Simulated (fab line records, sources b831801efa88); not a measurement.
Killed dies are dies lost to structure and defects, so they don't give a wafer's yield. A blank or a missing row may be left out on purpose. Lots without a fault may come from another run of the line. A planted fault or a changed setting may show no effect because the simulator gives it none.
Which tool did it? | flow sky130 | 13 lots, 38 wafers sampled, at 4 steps of a route of 708

WHAT THE GAUGES READ, wafer by wafer
SKY_METAL3_CD_MEAS_13: target cd 300 nm.
lot  | measured     | on        | cd_nm (nm)
L434 | day 38 04:14 | cd_sem-01 | 299.6 298.8 298.9
L435 | day 38 15:53 | cd_sem-02 | 300.5 299.0 299.5
L438 | day 40 05:42 | cd_sem-02 | 298.9 297.6 298.3
L436 | day 40 06:38 | cd_sem-01 | 300.8 300.7 300.2
L437 | day 40 07:27 | cd_sem-02 | 300.6 300.4 300.1
L440 | day 40 15:14 | cd_sem-02 | 298.1 298.7 299.8
L446 | day 41 19:11 | cd_sem-01 | 298.3 299.9
L448 | day 42 07:13 | cd_sem-01 | 299.0 299.2 297.9
L449 | day 42 16:58 | cd_sem-02 | 301.6 300.7 301.3
L454 | day 44 02:16 | cd_sem-02 | 299.9 300.8 300.9
L455 | day 44 05:28 | cd_sem-01 | 301.4 300.3 299.2
L456 | day 44 19:02 | cd_sem-01 | 299.7 300.8 300.4
L457 | day 44 20:48 | cd_sem-02 | 301.3 301.5 301.7

SKY_VIA3_CD_MEAS_12: target cd 200 nm.
lot  | measured     | on        | cd_nm (nm)
L434 | day 39 06:59 | cd_sem-02 | 199.1 199.6 199.0
L435 | day 39 17:41 | cd_sem-01 | 198.9 198.3 198.6
L438 | day 41 08:32 | cd_sem-01 | 199.3 198.2 198.7
L436 | day 41 09:12 | cd_sem-01 | 199.9 199.6 199.8
L437 | day 41 10:12 | cd_sem-01 | 199.1 199.5 199.6
L440 | day 41 17:40 | cd_sem-01 | 201.8 202.3 202.0
L446 | day 42 20:05 | cd_sem-01 | 199.7 164.2 199.9 164.2
L448 | day 43 07:01 | cd_sem-02 | 202.0 202.1 202.3
L449 | day 43 17:31 | cd_sem-02 | 201.7 201.5 201.4
L454 | day 45 02:05 | cd_sem-01 | 202.2 202.3 203.3
L455 | day 45 05:56 | cd_sem-01 | 197.3 199.8 199.6
L456 | day 45 18:17 | cd_sem-01 | 200.2 199.4 199.1
L457 | day 45 19:40 | cd_sem-01 | 201.0 201.2 200.9

WHICH TOOL RAN EACH LOT (tool, then ch and the chambers of the sampled wafers, then the start)
lot  | SKY_METAL3_STRIP_19                  | SKY_VIA3_EXPOSE_09
L434 | plasma_asher-02 ch 0,1, day 38 04:42 | krf_scanner-01 ch 0, day 38 18:52
L435 | plasma_asher-02 ch 0,1, day 38 16:22 | krf_scanner-01 ch 0, day 39 05:59
L438 | plasma_asher-02 ch 0,1, day 40 06:11 | krf_scanner-01 ch 0, day 40 19:56
L436 | plasma_asher-03 ch 0,1, day 40 07:07 | krf_scanner-01 ch 0, day 40 20:44
L437 | plasma_asher-03 ch 0,1, day 40 07:56 | krf_scanner-01 ch 0, day 40 21:36
L440 | plasma_asher-03 ch 0,1, day 40 15:42 | krf_scanner-01 ch 0, day 41 05:19
L446 | plasma_asher-03 ch 0,1, day 41 19:40 | krf_scanner-01 ch 0, day 42 09:19
L448 | plasma_asher-02 ch 0,1, day 42 07:42 | krf_scanner-02 ch 0, day 42 19:55
L449 | plasma_asher-03 ch 0,1, day 42 17:25 | krf_scanner-02 ch 0, day 43 06:19
L454 | plasma_asher-01 ch 1, day 44 02:46   | krf_scanner-01 ch 0, day 44 16:05
L455 | plasma_asher-01 ch 0,1, day 44 05:58 | krf_scanner-01 ch 0, day 44 19:44
L456 | plasma_asher-03 ch 0,1, day 44 19:31 | krf_scanner-01 ch 0, day 45 07:26
L457 | plasma_asher-02 ch 0,1, day 44 21:17 | krf_scanner-01 ch 0, day 45 09:26
- SKY_METAL3_STRIP_19: strips in O2/N2.
- SKY_VIA3_EXPOSE_09: exposes mask VIM3, target cd 200 nm.

WHAT THE TOOLS THEMSELVES READ (means of the sampled wafers that have a number; where no wafer has one, the mark that the record gives instead)
SKY_METAL3_STRIP_19.
lot  | tool            | drypump_motor_current_A (A) | oes_product_au (a.u.) | strip_time_to_endpoint_s (s)
L434 | plasma_asher-02 | 5.1                         | 0.506                 | 6.52
L435 | plasma_asher-02 | 5.1                         | 0.503                 | 6.48
L438 | plasma_asher-02 | 5.2                         | 0.505                 | 6.60
L436 | plasma_asher-03 | 6.3                         | 0.506                 | 6.63
L437 | plasma_asher-03 | 6.1                         | 0.498                 | 6.47
L440 | plasma_asher-03 | 6.1                         | 0.497                 | 6.45
L446 | plasma_asher-03 | 6.2                         | 0.500                 | 6.46
L448 | plasma_asher-02 | 5.2                         | 0.500                 | 6.53
L449 | plasma_asher-03 | 6.1                         | 0.505                 | 6.51
L454 | plasma_asher-01 | 5.2                         | 0.501                 | 6.49
L455 | plasma_asher-01 | 5.4                         | 0.498                 | 6.48
L456 | plasma_asher-03 | 6.3                         | 0.498                 | 6.48
L457 | plasma_asher-02 | 5.1                         | 0.501                 | 6.51

SKY_VIA3_EXPOSE_09.
lot  | tool           | exposure_dose_mJ_cm2 | focus_offset_nm (nm) | reticle_temp_C (C) | stage_vel_mm_s (mm/s)
L434 | krf_scanner-01 | 38.03                | 0.0                  | 23.14              | 500.06
L435 | krf_scanner-01 | 38.03                | -0.1                 | 22.95              | 500.12
L438 | krf_scanner-01 | 37.93                | 0.6                  | 23.03              | 499.99
L436 | krf_scanner-01 | 37.98                | -0.2                 | 23.09              | 500.09
L437 | krf_scanner-01 | 38.01                | -0.1                 | 23.01              | 499.94
L440 | krf_scanner-01 | 37.98                | 0.0                  | 22.97              | 500.20
L446 | krf_scanner-01 | 37.97                | -0.3                 | 22.96              | 499.98
L448 | krf_scanner-02 | 38.04                | 0.1                  | 22.95              | 500.29
L449 | krf_scanner-02 | 38.00                | -0.2                 | 22.92              | 499.87
L454 | krf_scanner-01 | 38.02                | 0.2                  | 23.01              | 500.35
L455 | krf_scanner-01 | 37.99                | -0.9                 | 23.01              | 499.92
L456 | krf_scanner-01 | 38.00                | 0.1                  | 23.02              | 500.05
L457 | krf_scanner-01 | 38.03                | 0.3                  | 22.93              | 499.95

THE ANSWER, worked out from the rows above alone
Rule: what is usual is taken from the lots themselves. Put in order of their means at a reading, lots are off if they are a third of the lots or fewer, leave a main group of 4 or more, and stand apart from it by a gap of 3 or more times the standard deviation of the main group's means; of several such gaps the widest counts. A main group whose means are all the same, to the digits that the tables above print for the reading, isn't used. A lot without any number at a reading at which 4 lots or more have one is off too. The other lots that the step has rows for count as sound. The gauges are gone through in route order, then the tools' own readings, and for those a lot's mean is taken as printed above. The first step at which some lot is off is used, and at that step the reading that is off furthest; a lot without a number counts as furthest.
Off: L446, at SKY_VIA3_CD_MEAS_12 (cd_nm). The main group: mean 200.3 nm, standard deviation 1.4.
A tool fits if, at a process step before that reading, it ran every lot that is off, and no sound lot after the first of them. The gauges at SKY_VIA3_CD_MEAS_12 are tried like those tools. None of those tried fits.

WHAT THE SIMULATOR HAD PUT IN
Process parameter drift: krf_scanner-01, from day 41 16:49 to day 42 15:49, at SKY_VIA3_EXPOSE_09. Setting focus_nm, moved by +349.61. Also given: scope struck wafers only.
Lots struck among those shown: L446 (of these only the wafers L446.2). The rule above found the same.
